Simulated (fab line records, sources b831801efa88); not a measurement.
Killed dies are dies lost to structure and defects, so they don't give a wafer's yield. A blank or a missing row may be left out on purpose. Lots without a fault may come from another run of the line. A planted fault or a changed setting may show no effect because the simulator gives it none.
Which tool did it? | flow gf180mcu | 14 lots, 42 wafers sampled, at 6 steps of a route of 602

WHAT THE GAUGES READ, wafer by wafer
GF_STI_THK_MEAS_22. Usual: STI_OXIDATION_01_THK 15.05 nm, standard deviation 0.29.
lot  | measured    | on            | STI_OXIDATION_01_THK (nm) | flag
L351 | day 2 05:23 | film_metro-02 | 14.84 14.97 15.09         |
L353 | day 2 13:44 | film_metro-02 | 15.26 15.44 15.41         |
L355 | day 2 23:39 | film_metro-02 | 15.33 15.00 15.36         |
L357 | day 3 10:50 | film_metro-02 | 14.78 14.84 14.87         |
L359 | day 3 20:37 | film_metro-02 | 15.15 15.33 15.12         |
L365 | day 5 06:15 | film_metro-02 | 15.09 14.86 14.94         |
L367 | day 5 15:55 | film_metro-01 | 14.65 14.92 14.95         |
L366 | day 5 16:38 | film_metro-02 | 15.05 15.23 14.96         |
L368 | day 5 22:36 | film_metro-01 | 14.21 14.37 14.32         |
L369 | day 6 00:50 | film_metro-02 | 15.01 14.99 14.80         |
L371 | day 6 09:11 | film_metro-01 | 15.16 15.20 14.89         |
L373 | day 6 22:10 | film_metro-02 | 15.11 15.37 15.36         |
L372 | day 6 22:10 | film_metro-01 | 15.23 15.30 14.89         |
L374 | day 7 06:14 | film_metro-01 | 15.66 15.74 15.48         |

GF_LVPWELL_TW_MEAS_11. Usual: LVPWELL_TW 564, standard deviation 3.1.
lot  | measured    | on            | LVPWELL_TW  | flag
L351 | day 3 21:56 | film_metro-01 | 565 564 569 |
L353 | day 4 08:35 | film_metro-03 | 568 568 565 |
L355 | day 4 17:45 | film_metro-01 | 564 568 567 |
L357 | day 5 05:44 | film_metro-04 | 561 562 563 |
L359 | day 5 15:46 | film_metro-03 | 565 564 562 |
L365 | day 7 06:41 | film_metro-01 | 620 615 618 | OFF
L367 | day 7 15:19 | film_metro-04 | 562 558 561 |
L366 | day 7 16:19 | film_metro-03 | 622 623 622 | OFF
L368 | day 7 22:44 | film_metro-01 | 564 563 563 |
L369 | day 8 01:41 | film_metro-04 | 563 563 560 |
L371 | day 8 13:50 | film_metro-03 | 564 564 564 |
L373 | day 9 03:01 | film_metro-03 | 569 568 564 |
L372 | day 9 03:08 | film_metro-03 | 565 563 566 |
L374 | day 9 12:47 | film_metro-04 | 564 567 565 |

GF_VT_IMPLANT_OVL_MEAS_07. Usual: VT_IMPLANT_OVL 0.4 nm, standard deviation 1.4.
lot  | measured     | on         | VT_IMPLANT_OVL (nm) | flag
L351 | day 5 13:53  | overlay-02 | -0.2 1.2 0.1        |
L353 | day 6 02:08  | overlay-01 | -1.4 0.3 -0.8       |
L355 | day 6 13:03  | overlay-02 | 1.2 0.2 -0.8        |
L357 | day 7 02:28  | overlay-01 | -0.4 -1.1 -1.5      |
L359 | day 7 12:51  | overlay-01 | 0.1 1.1 1.9         |
L365 | day 9 08:01  | overlay-01 | -0.9 -2.6 -2.8      |
L367 | day 9 18:36  | overlay-02 | 1.6 0.8 0.9         |
L366 | day 9 18:45  | overlay-01 | 0.6 1.6 0.6         |
L368 | day 10 01:46 | overlay-02 | 1.3 1.9 0.9         |
L369 | day 10 04:21 | overlay-01 | 0.1 -0.2 0.9        |
L371 | day 10 16:33 | overlay-02 | -0.8 -1.1 -1.6      |
L373 | day 11 08:00 | overlay-01 | 0.8 1.5 2.2         |
L372 | day 11 08:34 | overlay-01 | -2.1 -1.4 0.5       |
L374 | day 11 19:42 | overlay-01 | 2.2 1.7 0.7         |

GF_VT_IMPLANT_RS_MEAS_48: measures by four-point-probe. Usual: LVPWELL_RS 1193.2 ohm/sq, standard deviation 2.7.
lot  | measured     | on            | LVPWELL_RS (ohm/sq)  | flag
L351 | day 7 11:35  | film_metro-01 | 1190.8 1195.2 1193.1 |
L353 | day 8 00:53  | film_metro-04 | 1194.2 1189.8 1191.8 |
L355 | day 8 13:14  | film_metro-01 | 1189.3 1193.1 1194.9 |
L357 | day 9 02:58  | film_metro-04 | 1195.0 1192.0 1196.0 |
L359 | day 9 14:17  | film_metro-01 | 1197.6 1194.4 1197.0 |
L365 | day 11 13:14 | film_metro-03 | 1410.8 1413.0 1410.0 | OFF
L367 | day 12 02:14 | film_metro-04 | 1193.9 1192.9 1192.1 |
L366 | day 12 02:49 | film_metro-04 | 1405.1 1402.4 1401.9 | OFF
L368 | day 12 09:41 | film_metro-04 | 1190.7 1193.6 1191.5 |
L369 | day 12 12:40 | film_metro-04 | 1195.5 1192.1 1195.6 |
L371 | day 13 03:03 | film_metro-04 | 1192.0 1194.3 1190.9 |
L373 | day 13 19:08 | film_metro-04 | 1196.9 1194.4 1195.5 |
L372 | day 13 20:09 | film_metro-04 | 1190.6 1193.0 1192.0 |
L374 | day 14 09:02 | film_metro-01 | 1195.3 1196.0 1190.7 |

GF_DUAL_GATE_OVL_MEAS_11. Usual: DUAL_GATE_OVL 0.6 nm, standard deviation 1.6.
lot  | measured     | on         | DUAL_GATE_OVL (nm) | flag
L351 | day 8 06:44  | overlay-01 | -2.0 -0.7 -1.7     |
L353 | day 8 20:00  | overlay-02 | -1.0 -2.1 -1.4     |
L355 | day 9 08:34  | overlay-01 | 1.3 -0.2 1.8       |
L357 | day 9 23:11  | overlay-02 | -0.4 -0.6 -0.2     |
L359 | day 10 09:59 | overlay-02 | 2.0 0.6 3.1        |
L365 | day 12 09:50 | overlay-02 | 1.9 2.9 2.2        |
L367 | day 12 23:41 | overlay-02 | 2.9 3.4 2.7        |
L366 | day 13 00:09 | overlay-01 | -1.8 -0.2 -1.3     |
L368 | day 13 08:06 | overlay-02 | 1.8 1.5 1.2        |
L369 | day 13 11:15 | overlay-02 | 2.9 2.3 2.1        |
L371 | day 14 01:08 | overlay-02 | 0.2 0.3 -1.1       |
L373 | day 14 17:39 | overlay-02 | 1.5 2.8 1.7        |
L372 | day 14 18:51 | overlay-01 | -0.9 0.8 0.5       |
L374 | day 15 06:59 | overlay-02 | 0.8 1.4 1.2        |

WHICH TOOL RAN EACH LOT (tool, then ch and the chambers of the sampled wafers, then the start)
lot  | GF_LVPWELL_IMPLANT_08
L351 | implanter-03 ch 0, day 3 21:32
L353 | implanter-03 ch 0, day 4 08:11
L355 | implanter-03 ch 0, day 4 17:23
L357 | implanter-03 ch 0, day 5 05:20
L359 | implanter-02 ch 0, day 5 15:23
L365 | implanter-03 ch 0, day 7 06:17
L367 | implanter-02 ch 0, day 7 14:56
L366 | implanter-03 ch 0, day 7 15:55
L368 | implanter-04 ch 0, day 7 22:20
L369 | implanter-04 ch 0, day 8 01:19
L371 | implanter-04 ch 0, day 8 13:27
L373 | implanter-02 ch 0, day 9 02:38
L372 | implanter-04 ch 0, day 9 02:46
L374 | implanter-02 ch 0, day 9 12:25
- GF_LVPWELL_IMPLANT_08

WHAT THE TOOLS THEMSELVES READ (means of the sampled wafers that have a number; where no wafer has one, the mark that the record gives instead)
GF_LVPWELL_IMPLANT_08. Usual: tilt_deg 0.001 degrees, standard deviation 0.019.
lot  | tool         | tilt_deg (degrees) | flag
L351 | implanter-03 | 0.018              |
L353 | implanter-03 | -0.005             |
L355 | implanter-03 | 0.007              |
L357 | implanter-03 | 0.024              |
L359 | implanter-02 | -0.014             |
L365 | implanter-03 | 4.824              | OFF
L367 | implanter-02 | 0.005              |
L366 | implanter-03 | 4.863              | OFF
L368 | implanter-04 | 0.016              |
L369 | implanter-04 | -0.001             |
L371 | implanter-04 | 0.019              |
L373 | implanter-02 | -0.012             |
L372 | implanter-04 | -0.011             |
L374 | implanter-02 | 0.009              |

THE ANSWER, worked out from the rows above alone
Rule: a lot is off if the mean of its wafers that have a number lies more than 3 standard deviations from the usual mean. A lot without any number at a reading at which 4 lots or more have one is off too. The other lots that the step has rows for count as sound. The gauges are gone through in route order, then the tools' own readings, and for those a lot's mean is taken as printed above. The first step at which some lot is off is used, and at that step the reading that is off furthest; a lot without a number counts as furthest.
Off: L365, L366, at GF_LVPWELL_TW_MEAS_11 (LVPWELL_TW).
A tool fits if, at a process step before that reading, it ran every lot that is off, and no sound lot after the first of them. The gauges at GF_LVPWELL_TW_MEAS_11 aren't tried: what is off there is off at GF_LVPWELL_IMPLANT_08 too, on other tools, and a gauge's error can't cause that. One fits: implanter-03 at GF_LVPWELL_IMPLANT_08. Its last sound lot is L357 (day 5 05:20), its first lot that is off L365 (day 7 06:17): a fault that began between those two fits.
The tool's own readings at GF_LVPWELL_IMPLANT_08 bear it out: on the lots that are off they differ by more than 5 times the standard deviation of the sound lots' means. tilt_deg reads 4.844 degrees there against 0.005 degrees on the sound lots.

WHAT THE SIMULATOR HAD PUT IN
Process parameter drift: implanter-03, from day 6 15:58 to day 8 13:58, at GF_LVPWELL_IMPLANT_08. Setting tilt_deg, moved by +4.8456, from 0. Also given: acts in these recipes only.
Lots struck among those shown: L365, L366. The rule above found the same.
